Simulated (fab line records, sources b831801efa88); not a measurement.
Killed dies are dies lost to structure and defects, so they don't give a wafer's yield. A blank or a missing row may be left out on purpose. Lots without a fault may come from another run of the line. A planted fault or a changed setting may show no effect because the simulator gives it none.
fab line records | flow sky130
record lots=11 wafers=33 last_day=51
route steps=708 shown METAL3@566 VIA4@652 PAD_OPEN@702
lots that met no fault: from a run of the same line without faults
start_h: hours from the record's first day to the start of the lot's first wafer shown | wait_h: hours since the lot's step before | " the same as in the row above | L1.1+2: a row that stands for several wafers | - no value, or no start given | * or withheld: withheld | < > ~ a bound
route shown NAME@n: a module of which the file shows steps, and the number in the route of the first | usual: mean/standard deviation of fault-free wafers | same: alike in all rows | chamber/n: place in a boat | sites: the reading at each site | _std_site: their standard deviation | _edge_site: outer sites' mean less inner sites' | radius_mm: how far each site lies from the wafer's centre | mask NAME#n: copy n | behind: the tool/chamber that last shaped the wafer | hold: why the lot was held/for how many hours/how that ended | device: the transistor (n, p or np) that didn't switch | end of line: the same wafers' tests at the end of the route | a step without rows: its recipe alone | killed: dies lost to structure and defects at the first sort, not the wafer's yield | map: a wafer's dies, x killed, . not, _ none there
set.NAME: the setting as run; set.NAME@STEP: as run at that earlier step | model.NAME: the simulator's own value behind a step, which no gauge read
steps of the route over a sample of lots; a table a step, a row a wafer
services: from which hour (start_h, from the record's first day; less than 0 if before it) a tool's chamber was out of use, for how many hours, and why
## steps
# step SKY_METAL3_ETCH_16
# recipe chemistry=N2/H2 target=BARC ion_energy_ev=200 bias_w=100 pressure_mtorr=30 n2_flow_sccm=100 h2_flow_sccm=200 icp_w=500 stop_on=SiO2 time_s=88.2 target_depth_a=600
# usual drypump_motor_current_A=5.9/0.43 oes_product_au=0.626/0.0046 throttle_valve_pct=13.205/0.009
# columns lot.wafer tool chamber start_h wait_h drypump_motor_current_A oes_product_au rf_hours_counter_h throttle_valve_pct
L469.1 rie_metal-02 0 924.82 0.0 5.6 0.627 7 13.192
L469.3 " 0 " " 5.7 0.626 - 13.218
L469.5 " 1 " " 6.3 0.615 - 13.206
L473.4 rie_metal-03 1 926.20 0.1 6.0 0.627 - 13.203
L473.5 " 1 " " 6.0 0.618 - 13.199
L473.6 " 1 " " 6.0 0.626 - 13.215
L471.2 rie_metal-04 1 926.77 0.0 6.2 0.629 6 13.207
L471.5 " 0 " " 4.6 0.623 - 13.204
L471.6 " 1 " " 6.2 0.625 - 13.203
L475.1 rie_metal-02 1 927.17 0.0 6.2 0.619 11 13.202
L475.4 " 0 " " 5.6 0.627 - 13.213
L475.6 " 0 " " 5.6 0.625 - 13.193
L476.1 rie_metal-04 1 928.72 0.0 6.2 0.628 6 13.211
L476.3 " 1 " " 6.2 0.624 - 13.211
L476.6 " 0 " " 4.6 0.627 - 13.211
L478.1 rie_metal-04 1 956.12 0.0 6.2 0.626 7 13.203
L478.4 " 1 " " 6.2 0.624 - 13.203
L478.6 " 0 " " 4.6 0.624 - 13.212
L482.2 rie_metal-04 1 1064.68 0.1 6.2 0.632 - 13.190
L482.5 " 1 " " 6.2 0.626 - 13.192
L482.6 " 1 " " 6.2 0.626 - 13.207
L480.2 rie_metal-04 1 1066.14 0.1 6.2 0.628 - 13.205
L480.4 " 1 " " 6.2 0.623 - 13.216
L480.6 " 1 " " 6.2 0.626 - 13.219
L489.2 rie_metal-02 1 1072.52 0.0 6.2 0.629 19 13.203
L489.3 " 1 " " 6.3 0.631 - 13.194
L489.5 " 1 " " 6.2 0.630 - 13.191
L491.2 rie_metal-03 1 1073.93 0.0 6.0 0.630 20 13.210
L491.4 " 1 " " 6.0 0.623 - 13.203
L491.5 " 1 " " 6.0 0.634 - 13.199
L492.1 rie_metal-03 0 1074.28 0.0 5.9 0.627 7 13.211
L492.2 " 1 " " 6.0 0.625 20 13.199
L492.6 " 0 " " 5.9 0.620 - 13.194
# step SKY_VIA4_STRIP_13
# recipe chemistry=O2/N2 power_w=1400 pressure_mtorr=1500 platen_temp_c=withheld o2_flow_sccm=3000 n2_flow_sccm=300 overash_fraction=0.5
# usual drypump_motor_current_A=5.59/0.2 oes_product_au=0.710/0.0048 strip_time_to_endpoint_s=12.804/0.023
# columns lot.wafer tool chamber start_h wait_h drypump_motor_current_A oes_product_au rf_hours_counter_h strip_time_to_endpoint_s
L469.1 plasma_asher-02 1 1026.50 - 5.31 0.703 61 12.800
L469.3 " 0 " " 5.58 0.709 - 12.825
L469.5 " 1 " " 5.27 0.703 - 12.799
L473.4 plasma_asher-02 0 1027.32 - 5.59 0.709 - 12.803
L473.5 " 0 " " 5.60 0.708 - 12.782
L473.6 " 1 " " 5.31 0.704 - 12.815
L471.2 plasma_asher-04 1 1028.95 - 5.62 0.713 26 12.802
L471.5 " 0 " " 5.77 0.709 - 12.772
L471.6 " 1 " " 5.63 0.718 - 12.814
L475.1 plasma_asher-03 1 1029.24 - 5.46 0.705 121 12.774
L475.4 " 1 " " 5.44 0.712 - 12.779
L475.6 " 0 " " 5.95 0.716 - 12.818
L476.1 plasma_asher-02 1 1029.70 - 5.30 0.710 61 12.819
L476.3 " 1 " " 5.29 0.705 - 12.833
L476.6 " 0 " " 5.63 0.719 - 12.831
L478.1 plasma_asher-04 1 1054.19 - 5.62 0.704 28 12.822
L478.4 " 0 " " 5.73 0.711 - 12.782
L478.6 " 1 " " 5.62 0.702 - 12.753
L482.2 plasma_asher-02 1 1150.95 - 5.33 0.707 74 12.791
L482.5 " 0 " " 5.59 0.707 - 12.778
L482.6 " 1 " " 5.31 0.703 - 12.787
L480.2 plasma_asher-02 1 1151.65 - 5.30 0.709 74 12.838
L480.4 " 1 " " 5.31 0.719 - 12.819
L480.6 " 1 " " 5.30 0.698 - 12.835
L489.2 plasma_asher-02 0 1158.60 - 5.58 0.712 74 12.808
L489.3 " 1 " " 5.33 0.712 - 12.812
L489.5 " 1 " " 5.34 0.708 - 12.763
L491.2 plasma_asher-03 0 1160.80 - 5.91 0.710 10 12.804
L491.4 " 1 " " 5.44 0.713 - 12.830
L491.5 " 0 " " 5.91 0.714 - 12.775
L492.1 plasma_asher-02 1 1161.04 - 5.31 0.708 74 12.832
L492.2 " 0 " " 5.59 0.703 74 12.821
L492.6 " 0 " " 5.62 0.707 - 12.778
# step SKY_PAD_OPEN_STRIP_08
# recipe chemistry=O2/N2 power_w=1400 pressure_mtorr=1500 platen_temp_c=withheld overash_fraction=0.7 o2_flow_sccm=3000 n2_flow_sccm=300
# usual drypump_motor_current_A=5.5/0.45 oes_product_au=0.663/0.0043 strip_time_to_endpoint_s=37.10/0.088
# columns lot.wafer tool chamber start_h wait_h drypump_motor_current_A oes_product_au rf_hours_counter_h strip_time_to_endpoint_s
L469.1 plasma_asher-03 0 1100.14 0.1 5.9 0.675 4 37.13
L469.3 " 1 " " 5.5 0.662 - 37.05
L469.5 " 0 " " 5.9 0.661 - 37.01
L473.4 plasma_asher-03 0 1100.53 0.1 5.9 0.664 - 37.04
L473.5 " 1 " " 5.4 0.668 - 37.16
L473.6 " 0 " " 5.9 0.662 - 37.01
L471.2 plasma_asher-03 1 1101.19 0.1 5.5 0.655 4 36.99
L471.5 " 0 " " 5.9 0.664 - 36.91
L471.6 " 1 " " 5.5 0.667 - 36.92
L476.1 plasma_asher-03 0 1101.54 0.1 5.9 0.668 4 36.97
L476.3 " 1 " " 5.5 0.662 - 37.04
L476.6 " 0 " " 5.9 0.670 - 37.18
L475.1 plasma_asher-04 1 1102.24 0.1 5.6 0.660 34 37.13
L475.4 " 1 " " 5.6 0.662 - 37.03
L475.6 " 1 " " 5.6 0.663 - 37.09
L478.1 plasma_asher-04 1 1122.84 0.1 5.6 0.659 35 37.07
L478.4 " 1 " " 5.6 0.664 - 37.05
L478.6 " 1 " " 5.6 0.660 - 37.02
L482.2 plasma_asher-04 1 1208.79 0.1 5.6 0.666 44 37.03
L482.5 " 0 " " 5.7 0.659 - 36.96
L482.6 " 1 " " 5.6 0.665 - 37.14
L480.2 plasma_asher-04 0 1210.30 0.1 5.7 0.662 44 37.04
L480.4 " 0 " " 5.7 0.668 - 37.03
L480.6 " 1 " " 5.6 0.661 - 37.02
L489.2 plasma_asher-03 0 1213.15 0.1 5.9 0.664 15 36.99
L489.3 " 0 " " 5.9 0.663 - 37.01
L489.5 " 1 " " 5.4 0.668 - 37.01
L491.2 plasma_asher-01 0 1214.99 0.1 4.7 0.655 104 37.11
L491.4 " 1 " " 5.9 0.668 - 37.05
L491.5 " 0 " " 4.7 0.663 - 37.08
L492.1 plasma_asher-03 1 1216.00 0.1 5.5 0.669 15 37.26
L492.2 " 0 " " 5.9 0.659 15 37.24
L492.6 " 0 " " 5.9 0.671 - 37.20
# step SKY_PAD_OPEN_BOW_MEAS_13
# recipe mode=bow
# usual PAD_OPEN_BOW=48/8.5
# columns lot.wafer tool chamber start_h wait_h PAD_OPEN_BOW[um]
L473.4 film_metro-02 - 1102.89 - 51
L473.5 " - " " 59
L473.6 " - " " 60
L469.1 film_metro-03 - 1102.95 - 59
L469.3 " - " " 48
L469.5 " - " " 53
L471.2 film_metro-01 - 1103.77 - 51
L471.5 " - " " 47
L471.6 " - " " 56
L476.1 film_metro-01 - 1104.33 - 51
L476.3 " - " " 49
L476.6 " - " " 52
L475.1 film_metro-02 - 1105.25 - 50
L475.4 " - " " 58
L475.6 " - " " 54
L478.1 film_metro-03 - 1125.12 - 65
L478.4 " - " " 57
L478.6 " - " " 53
L482.2 film_metro-02 - 1211.41 - 55
L482.5 " - " " 50
L482.6 " - " " 45
L480.2 film_metro-01 - 1212.91 - 50
L480.4 " - " " 52
L480.6 " - " " 51
L489.2 film_metro-02 - 1215.30 - 43
L489.3 " - " " 42
L489.5 " - " " 50
L491.2 film_metro-02 - 1217.14 - 53
L491.4 " - " " 53
L491.5 " - " " 54
L492.1 film_metro-03 - 1218.16 - 56
L492.2 " - " " 47
L492.6 " - " " 46
# step SKY_PAD_OPEN_PROBE_99
# usual defect_limited_yield=82.5/2 killed_at_M0_to_M3=42/7.3 killed_at_M4_up=3.4/2 killed_at_contacts=24/5.6 killed_at_front_end=16/4.5 killed_at_other=0.2/0.51 killed_dies=86/9.8 killed_on_rim=17/3.8 killed_open=46/7 killed_short=40/6.7 sort_bin_3_pad_short=0.9/0.42 sort_bin_5_function=10.3/1.5 sort_bin_6_memory=6.3/1.3 sort_n_pass=406/9.8 sort_yield_pct=82.5/2
# same gross_dies=492 killed_at_back_side=0 sort_bin_4_leakage[%]=0 sort_bin_8_speed[%]=0
# columns lot.wafer tool chamber start_h wait_h hold defect_limited_yield[%] killed_at_M0_to_M3 killed_at_M4_up killed_at_contacts killed_at_front_end killed_at_other killed_dies killed_on_rim killed_open killed_short sort_bin_3_pad_short[%] sort_bin_5_function[%] sort_bin_6_memory[%] sort_n_pass sort_yield_pct[%]
L473.4 prober-01 - 1103.10 0.2 - 82.5 43 5 25 13 0 86 17 47 39 1.2 10.4 5.9 406 82.5
L473.5 prober-01 - 1103.15 0.2 - 82.9 34 5 34 11 0 84 16 42 42 1.0 9.1 6.9 408 82.9
L473.6 prober-01 - 1103.20 0.2 - 81.7 48 3 22 17 0 90 18 58 32 0.8 12.0 5.5 402 81.7
L469.1 prober-02 - 1103.25 0.3 - 82.7 45 2 26 12 0 85 19 43 42 1.2 9.3 6.7 407 82.7
L469.3 prober-02 - 1103.35 0.3 - 82.3 42 4 21 20 0 87 18 42 45 0.8 11.6 5.3 405 82.3
L469.5 prober-02 - 1103.45 0.4 - 85.0 38 2 24 10 0 74 11 41 33 0.6 9.8 4.7 418 85.0
L471.2 prober-02 - 1103.92 0.1 - 82.9 44 2 25 12 1 84 16 44 40 0.6 10.4 6.1 408 82.9
L471.5 prober-02 - 1104.07 0.2 - 82.7 41 1 29 14 0 85 18 42 43 1.0 9.8 6.5 407 82.7
L471.6 prober-02 - 1104.12 0.2 - 84.6 28 2 23 23 0 76 23 40 36 0.4 9.6 5.5 416 84.6
L476.1 prober-01 - 1104.45 0.1 - 77.6 58 6 29 17 0 110 23 62 48 0.6 13.6 8.1 382 77.6
L476.3 prober-01 - 1104.55 0.2 - 80.3 47 6 23 20 1 97 18 54 43 0.4 12.0 7.3 395 80.3
L476.6 prober-01 - 1104.70 0.2 - 79.5 53 2 30 16 0 101 26 53 48 0.8 12.4 7.3 391 79.5
L475.1 prober-02 - 1105.37 0.1 - 81.9 34 5 34 16 0 89 17 58 30 0.2 12.0 5.9 403 81.9
L475.4 prober-02 - 1105.52 0.2 - 79.9 62 2 20 14 1 99 17 51 48 1.0 10.4 8.7 393 79.9
L475.6 prober-02 - 1105.62 0.2 - 82.3 45 3 24 15 0 87 22 50 37 1.2 8.3 8.1 405 82.3
L478.1 prober-02 - 1125.24 0.1 - 85.0 38 2 22 12 0 74 14 44 30 1.2 7.5 6.3 418 85.0
L478.4 prober-02 - 1125.39 0.2 - 80.9 40 3 28 20 3 94 20 46 45 0.8 11.0 7.3 398 80.9
L478.6 prober-02 - 1125.49 0.2 - 80.3 39 2 38 16 2 97 23 60 35 1.0 11.0 7.7 395 80.3
L482.2 prober-02 - 1211.56 0.1 await_dispo/3.2h/release 75.2 82 2 27 11 0 122 24 41 34 4.1 15.0 5.7 370 75.2
L482.5 prober-02 - 1211.71 0.2 await_dispo/3.2h/release 75.2 78 3 24 17 0 122 31 49 35 2.8 15.7 6.3 370 75.2
L482.6 prober-02 - 1211.76 0.2 await_dispo/3.2h/release 75.4 80 0 29 12 0 121 28 42 32 3.5 13.6 7.5 371 75.4
L480.2 prober-01 - 1213.06 0.1 await_dispo/3.3h/release 77.2 65 6 24 16 1 112 25 40 31 3.3 12.4 7.1 380 77.2
L480.4 prober-01 - 1213.16 0.2 await_dispo/3.3h/release 74.4 89 7 23 7 0 126 30 45 36 3.3 17.1 5.3 366 74.4
L480.6 prober-01 - 1213.26 0.2 await_dispo/3.3h/release 75.2 81 5 22 14 0 122 27 40 44 3.5 13.2 8.1 370 75.2
# killed by level:class
L473.4 VIA1:geometric_particle:open=10 CONTACT:geometric_particle:open=9 METAL1:geometric_particle:short=8 VIA3:geometric_particle:open=8 LI_CONTACT:geometric_particle:open=7 METAL4:geometric_particle:short=5 VIA1:geometric_particle:short=5 CONTACT:geometric_particle:short=5
L473.5 CONTACT:geometric_particle:open=11 LI_CONTACT:geometric_particle:open=9 VIA1:geometric_particle:open=7 METAL2:geometric_particle:short=7 FIELD_ISO:geometric_particle:short=5 LOCAL_INTERCONNECT:geometric_particle:short=5 CONTACT:geometric_particle:short=5 METAL1:geometric_particle:short=5
L473.6 VIA1:geometric_particle:open=10 VIA3:geometric_particle:open=10 VIA2:geometric_particle:open=10 LI_CONTACT:geometric_particle:open=9 METAL1:geometric_particle:short=6 FIELD_ISO:geometric_particle:short=5 FIELD_ISO:geometric_particle:open=5 CONTACT:geometric_particle:short=5
L469.1 VIA1:geometric_particle:open=13 CONTACT:geometric_particle:open=11 CONTACT:geometric_particle:short=6 VIA1:geometric_particle:short=6 POLY_GATE:geometric_particle:short=5 METAL2:geometric_particle:short=5 LI_CONTACT:geometric_particle:open=4 LOCAL_INTERCONNECT:geometric_particle:short=4
L469.3 VIA1:geometric_particle:open=10 CONTACT:geometric_particle:open=9 VIA3:geometric_particle:open=7 CONTACT:geometric_particle:short=6 METAL1:geometric_particle:short=6 METAL2:geometric_particle:short=6 FIELD_ISO:geometric_particle:short=5 POLY_GATE:geometric_particle:open=4
L469.5 CONTACT:geometric_particle:open=17 METAL2:geometric_particle:short=9 VIA1:geometric_particle:open=9 VIA1:geometric_particle:short=6 POLY_GATE:geometric_particle:short=4 LI_CONTACT:geometric_particle:open=4 VIA3:geometric_particle:short=3 METAL1:geometric_particle:short=3
L471.2 CONTACT:geometric_particle:open=12 VIA1:geometric_particle:short=8 VIA1:geometric_particle:open=8 VIA2:geometric_particle:open=7 VIA3:geometric_particle:open=6 LI_CONTACT:geometric_particle:open=5 CONTACT:geometric_particle:short=5 METAL1:geometric_particle:short=5
L471.5 VIA1:geometric_particle:open=9 CONTACT:geometric_particle:open=8 CONTACT:geometric_particle:short=8 LI_CONTACT:geometric_particle:open=5 VIA2:geometric_particle:open=5 VIA2:geometric_particle:short=5 VIA3:geometric_particle:open=5 LI_CONTACT:geometric_particle:short=4
L471.6 FIELD_ISO:geometric_particle:short=7 CONTACT:geometric_particle:open=7 VIA1:geometric_particle:open=7 FIELD_ISO:geometric_particle:open=5 LI_CONTACT:geometric_particle:open=5 LOCAL_INTERCONNECT:geometric_particle:short=4 METAL1:geometric_particle:short=4 VIA2:geometric_particle:open=3
L476.1 METAL1:geometric_particle:short=12 CONTACT:geometric_particle:open=11 VIA3:geometric_particle:open=11 VIA1:geometric_particle:open=10 LOCAL_INTERCONNECT:geometric_particle:short=6 LOCAL_INTERCONNECT:geometric_particle:open=6 METAL1:geometric_particle:open=6 METAL2:geometric_particle:short=6
L476.3 VIA1:geometric_particle:open=15 VIA1:geometric_particle:short=9 LI_CONTACT:geometric_particle:open=9 VIA3:geometric_particle:open=8 CONTACT:geometric_particle:open=6 POLY_GATE:geometric_particle:short=5 POLY_GATE:geometric_particle:open=4 METAL2:geometric_particle:short=4
L476.6 CONTACT:geometric_particle:open=12 METAL1:geometric_particle:short=10 VIA2:geometric_particle:open=9 VIA1:geometric_particle:open=8 FIELD_ISO:geometric_particle:short=7 FIELD_ISO:geometric_particle:open=5 LI_CONTACT:geometric_particle:open=5 CONTACT:geometric_particle:short=5
L475.1 CONTACT:geometric_particle:open=17 VIA1:geometric_particle:open=11 LI_CONTACT:geometric_particle:open=8 VIA3:geometric_particle:open=6 FIELD_ISO:geometric_particle:open=5 METAL1:geometric_particle:short=5 LOCAL_INTERCONNECT:geometric_particle:short=4 METAL4:geometric_particle:short=4
L475.4 VIA3:geometric_particle:open=13 VIA1:geometric_particle:short=9 VIA1:geometric_particle:open=8 CONTACT:geometric_particle:open=8 METAL1:geometric_particle:short=8 METAL2:geometric_particle:short=7 VIA3:geometric_particle:short=7 VIA2:geometric_particle:open=6
L475.6 VIA1:geometric_particle:open=15 METAL1:geometric_particle:short=10 CONTACT:geometric_particle:open=9 POLY_GATE:geometric_particle:open=6 LI_CONTACT:geometric_particle:open=6 VIA2:geometric_particle:open=6 LI_CONTACT:geometric_particle:short=4 VIA3:geometric_particle:open=4
L478.1 VIA1:geometric_particle:open=9 CONTACT:geometric_particle:open=9 VIA3:geometric_particle:open=7 FIELD_ISO:geometric_particle:open=4 LOCAL_INTERCONNECT:geometric_particle:short=4 CONTACT:geometric_particle:short=4 METAL2:geometric_particle:short=4 SPACER:geometric_particle:open=3
L478.4 CONTACT:geometric_particle:open=13 VIA2:geometric_particle:open=8 VIA1:geometric_particle:short=6 METAL2:geometric_particle:short=6 VIA3:geometric_particle:open=5 FIELD_ISO:geometric_particle:open=4 POLY_GATE:geometric_particle:open=4 LOCAL_INTERCONNECT:geometric_particle:short=4
L478.6 CONTACT:geometric_particle:open=18 VIA1:geometric_particle:open=11 CONTACT:geometric_particle:short=7 VIA2:geometric_particle:open=6 LI_CONTACT:geometric_particle:open=5 METAL1:geometric_particle:short=5 FIELD_ISO:geometric_particle:open=4 POLY_GATE:geometric_particle:open=4
L482.2 METAL3:unspecified=47 VIA1:geometric_particle:open=10 LOCAL_INTERCONNECT:geometric_particle:short=7 LI_CONTACT:geometric_particle:open=6 CONTACT:geometric_particle:short=6 CONTACT:geometric_particle:open=6 FIELD_ISO:geometric_particle:short=4 VIA2:geometric_particle:open=4
L482.5 METAL3:unspecified=38 VIA1:geometric_particle:open=10 CONTACT:geometric_particle:open=9 METAL1:geometric_particle:short=8 LI_CONTACT:geometric_particle:open=7 VIA2:geometric_particle:open=6 FIELD_ISO:geometric_particle:open=5 METAL2:geometric_particle:short=5
L482.6 METAL3:unspecified=47 VIA1:geometric_particle:open=13 CONTACT:geometric_particle:open=12 CONTACT:geometric_particle:short=7 LI_CONTACT:geometric_particle:open=5 FIELD_ISO:geometric_particle:open=3 LI_CONTACT:geometric_particle:short=3 METAL1:geometric_particle:short=3
L480.2 METAL3:unspecified=41 CONTACT:geometric_particle:open=8 VIA1:geometric_particle:open=8 LI_CONTACT:geometric_particle:open=7 VIA2:geometric_particle:open=7 POLY_GATE:geometric_particle:short=6 CONTACT:geometric_particle:short=5 FIELD_ISO:geometric_particle:short=4
L480.4 METAL3:unspecified=44 VIA1:geometric_particle:open=11 VIA3:geometric_particle:open=9 VIA2:geometric_particle:open=7 LI_CONTACT:geometric_particle:open=6 LI_CONTACT:geometric_particle:short=4 LOCAL_INTERCONNECT:geometric_particle:short=4 CONTACT:geometric_particle:short=4
L480.6 METAL3:unspecified=38 LI_CONTACT:geometric_particle:open=8 CONTACT:geometric_particle:open=8 VIA2:geometric_particle:open=8 VIA1:geometric_particle:open=6 METAL2:geometric_particle:short=6 VIA3:geometric_particle:short=6 VIA1:geometric_particle:short=5
## services
# columns tool chamber start_h hours kind
rie_metal-04 0 902.34 - clean
rie_metal-04 0 902.34 23.1 scheduled_down
rie_metal-04 0 902.34 23.1 vent_cycle
plasma_asher-02 - 912.46 3.0 repair
rie_metal-03 0 914.23 - clean
plasma_asher-04 - 938.07 0.9 repair
plasma_asher-04 - 981.82 1.2 repair
plasma_asher-03 - 982.67 2.8 pm
plasma_asher-04 - 998.39 1.5 repair
plasma_asher-02 - 1001.37 0.6 repair
rie_metal-03 - 1015.16 1.4 pm
rie_metal-02 1 1015.54 14.1 repair
plasma_asher-03 - 1055.27 9.0 pm
plasma_asher-03 0 1055.27 9.0 vent_cycle
plasma_asher-03 1 1055.27 9.0 vent_cycle
rie_metal-04 0 1062.89 6.8 repair
plasma_asher-01 - 1063.74 2.0 repair
plasma_asher-03 0 1064.27 - clean
plasma_asher-03 1 1064.27 - clean
plasma_asher-01 - 1076.71 28.1 pm
plasma_asher-02 - 1123.96 0.7 repair
rie_metal-03 - 1127.13 2.8 pm
rie_metal-03 0 1145.83 12.8 repair
rie_metal-02 0 1165.34 1.3 repair
## key
first_sign step=SKY_PAD_OPEN_PROBE_99 reading=sort_bin_3_pad_short direction=up sigmas=5.9 usual=0.9 struck=3.4
effect step=SKY_PAD_OPEN_PROBE_99 reading=killed_at_M0_to_M3 direction=up sigmas=5.1 usual=42 struck=79
met_at SKY_METAL3_ETCH_16
struck_lots L480,L482
struck_wafers L480.2,L480.4,L480.6,L482.2,L482.5,L482.6
not_acting_at SKY_VIA4_STRIP_13,SKY_PAD_OPEN_STRIP_08,SKY_PAD_OPEN_BOW_MEAS_13
onset_between 956.12 1064.68
fault kind=chamber_particle_source tool=rie_metal-04 chamber=1 onset_h=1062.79 steps=SKY_METAL3_ETCH_16 rate_per_visit_cm2=1.3011 end_h=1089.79
